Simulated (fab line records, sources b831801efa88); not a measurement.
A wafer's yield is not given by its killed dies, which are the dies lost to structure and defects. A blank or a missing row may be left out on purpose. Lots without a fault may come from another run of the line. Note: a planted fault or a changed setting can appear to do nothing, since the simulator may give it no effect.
A struck lot beside a sound one + flow sky130 + 15 out of 708 route steps
Sound: these wafers, L823.2, L823.3, L823.4. Struck: wafers L808.2, L808.3, L808.6. Last of all comes the cause.
At each step with rows: each side's tool, then ch and its chambers, then its first start. Under that, the readings that differ: sound wafers + struck wafers + difference of the means + sigmas: that difference in standard deviations of wafers without a fault.
alike: a reading whose means differ by less than 2 such deviations, as well as words and numbers matching on both sides. not compared: withheld readings; readings where some wafer has no value; bounds like >300 that might hide an equal value; numbers whose values overlap and for which the record gives no deviation.
A row with sigmas, a row that says differs or no value, or rows on one side alone: a step with any of these is where the two part. Numbers that have no deviation but don't overlap get no sigmas and don't part them. A reading that every wafer of one side lacks parts them only if that side has two wafers or more.

first, 4 steps without rows for these wafers: SKY_LI_CONTACT_SOFTBAKE_08 (time 90 s); SKY_LI_CONTACT_EXPOSE_09 (exposes mask LICM1, target cd 170 nm); SKY_LI_CONTACT_PEB_10; SKY_LI_CONTACT_DEVELOP_11 (develop time 60 s).
SKY_LI_CONTACT_CD_MEAS_12 targets a cd of 170 nm.
  sound on cd_sem-01, day 36 00:45; struck on cd_sem-01, day 31 15:59
  alike: cd_nm
SKY_LI_CONTACT_OVL_MEAS_13:
  sound on overlay-02, day 36 00:51; struck on overlay-02, day 31 16:05
  alike: LI_CONTACT_OVL
SKY_LI_CONTACT_ETCH_14: etches BARC in N2/H2, stops on SiO2, time 45.9 s, target depth 60 nm.
  sound on rie_diel-02 ch 0,1, day 36 00:53; struck on rie_diel-04 ch 0,2,3, day 31 16:07
  alike: drypump_motor_current_A, oes_product_au, throttle_valve_pct
  not compared: rf_hours_counter_h
SKY_LI_CONTACT_ETCH_15: etches PSG in C4F8/O2/Ar, stops on Si, target depth 600 nm.
  sound on rie_diel-02 ch 0,1, day 36 00:56; struck on rie_diel-04 ch 0,2,3, day 31 16:10
  alike: oes_product_au
SKY_LI_CONTACT_STRIP_16: strips in O2/N2.
  sound on plasma_asher-01 ch 0,1, day 36 01:01; struck on plasma_asher-01 ch 0,1, day 31 16:15
  alike: drypump_motor_current_A, oes_product_au, strip_time_to_endpoint_s
  not compared: rf_hours_counter_h
then, 2 steps without rows for these wafers: SKY_LI_CONTACT_CLEAN_17 (cleans in NMP, time 600 s); SKY_LI_CONTACT_PRE_CLEAN_18 (time 5.6 s).
SKY_LI_CONTACT_SPUTTER_19: material Ti, target thk 20 nm, time 106.37 s.
  sound on pvd_sputter-03, day 36 01:19; struck on pvd_sputter-02, day 31 16:32
  alike: cathode_dc_power_W, chamber_pressure_pa, throttle_valve_pct
SKY_LI_CONTACT_SPUTTER_20: material TiN, target thk 20 nm, time 80 s.
  sound on pvd_sputter-03, day 36 01:23; struck on pvd_sputter-02, day 31 16:37
  no value came back on the struck wafers for cathode_dc_power_W (W), chamber_pressure_pa (Pa), throttle_valve_pct (%); on the sound wafers cathode_dc_power_W (W) reads 3999.9 4001.0 4000.0
SKY_LI_CONTACT_CVD_21: deposits W, target thk 400 nm, time 120.56 s.
  sound on cvd_w-01 ch 0,1, day 36 01:26; struck on cvd_w-01 ch 0,1, day 31 16:41
  alike: heater_power_w
-- here the record skips 16 days between the struck wafers' starts before and after, leaving off in module LI_CONTACT and picking up in module PAD_OPEN (first step shown: number 708 of the route) --
SKY_PAD_OPEN_PROBE_99:
  sound on prober-02, day 50 11:04; struck on prober-01, day 47 13:04
| reading            | sound    | struck                                                               | difference                   | sigmas |
|--------------------|----------|----------------------------------------------------------------------|------------------------------|--------|
| hold               | - - -    | await_dispo/2.2h/scrap await_dispo/2.2h/scrap await_dispo/2.2h/scrap | no value on the sound wafers |        |
| killed_at_contacts | 27 24 26 | 418 412 429                                                          | +394                         | +74    |
| killed_dies        | 79 93 90 | 492 492 492                                                          | +405                         | +47    |
| killed_on_rim      | 10 16 22 | 96 96 96                                                             | +80                          | +22    |
| killed_short       | 36 36 45 | 51 55 50                                                             | +13                          | +2     |
  alike: killed_at_M0_to_M3, killed_at_M4_up, killed_at_front_end, killed_at_other, killed_open

WHERE THEY PART
Earliest at SKY_LI_CONTACT_SPUTTER_20; latest, in this record, at SKY_PAD_OPEN_PROBE_99.

WHY: what had been put in by the simulator
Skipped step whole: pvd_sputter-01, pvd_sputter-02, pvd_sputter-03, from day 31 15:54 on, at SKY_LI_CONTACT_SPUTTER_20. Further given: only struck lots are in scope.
